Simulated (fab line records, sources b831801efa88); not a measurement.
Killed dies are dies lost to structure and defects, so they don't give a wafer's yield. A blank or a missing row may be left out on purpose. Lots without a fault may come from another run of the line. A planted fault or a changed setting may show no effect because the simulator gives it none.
Chamber matching | flow gf180mcu | GF_PASSIVATION_CVD_02 on pecvd-03: 3 sister chambers
The step deposits Si3N4, target thk 700 nm, time 486.18 s. 14 wafers are shown with their chamber, then 7 later ones without.

WAFERS WITH THEIR CHAMBER
wafer  | chamber | heater_power_w (W) | rf_fwd_power_W (W)
L812.1 | 0       | 576                | 447.5
L812.3 | 1       | 656                | 449.8
L812.5 | 2       | 656                | 449.0
L813.2 | 1       | 624                | 448.0
L813.5 | 2       | 554                | 449.2
L813.6 | 0       | 545                | 451.9
L816.1 | 0       | 528                | 448.6
L816.2 | 1       | 595                | 448.6
L816.4 | 2       | 561                | 449.4
L819.1 | 1       | 715                | 450.6
L819.3 | 2       | 700                | 445.8
L819.6 | 0       | 560                | 449.0
L821.1 | 1       | 739                | 451.4
L821.3 | 0       | 549                | 450.2

SIGNATURES (means of the wafers above)
reading        | chamber 0 | chamber 1 | chamber 2 | scatter within a chamber
heater_power_w | 551.60    | 665.80    | 617.75    | 53.4
rf_fwd_power_W | 449.440   | 449.680   | 448.350   | 1.59
Rule: a wafer's distance from a chamber is the root of the sum, over the readings, of the square of ((its reading less the chamber's mean) divided by the reading's scatter). The wafer belongs to the nearest chamber; if the next one is less than 2 further off, it can't be placed. The scatter: the root of (the sum of the squares of (reading less its chamber's mean) over the shown wafers, divided by (wafers less chambers)).

WAFERS WITHOUT THEIR CHAMBER
wafer  | heater_power_w (W) | rf_fwd_power_W (W)
L821.6 | 669                | 448.4
L824.1 | 734                | 449.7
L824.3 | 690                | 447.4
L824.6 | 597                | 449.5
L825.1 | 679                | 448.4
L825.3 | 499                | 450.0
L825.4 | 553                | 448.9

WHICH CHAMBER EACH WENT THROUGH
wafer  | from the rows above          | in truth
L821.6 | can't be placed: 1 or 2 or 0 | 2
L824.1 | can't be placed: 1 or 2      | 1
L824.3 | can't be placed: 2 or 1 or 0 | 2
L824.6 | can't be placed: 2 or 0 or 1 | 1
L825.1 | can't be placed: 1 or 2 or 0 | 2
L825.3 | can't be placed: 0 or 2      | 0
L825.4 | can't be placed: 0 or 2 or 1 | 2
Placed correctly: 0 of 7. Can't be placed from these rows: 7 (the true chamber is among the candidates in 7). Placed wrongly: 0.
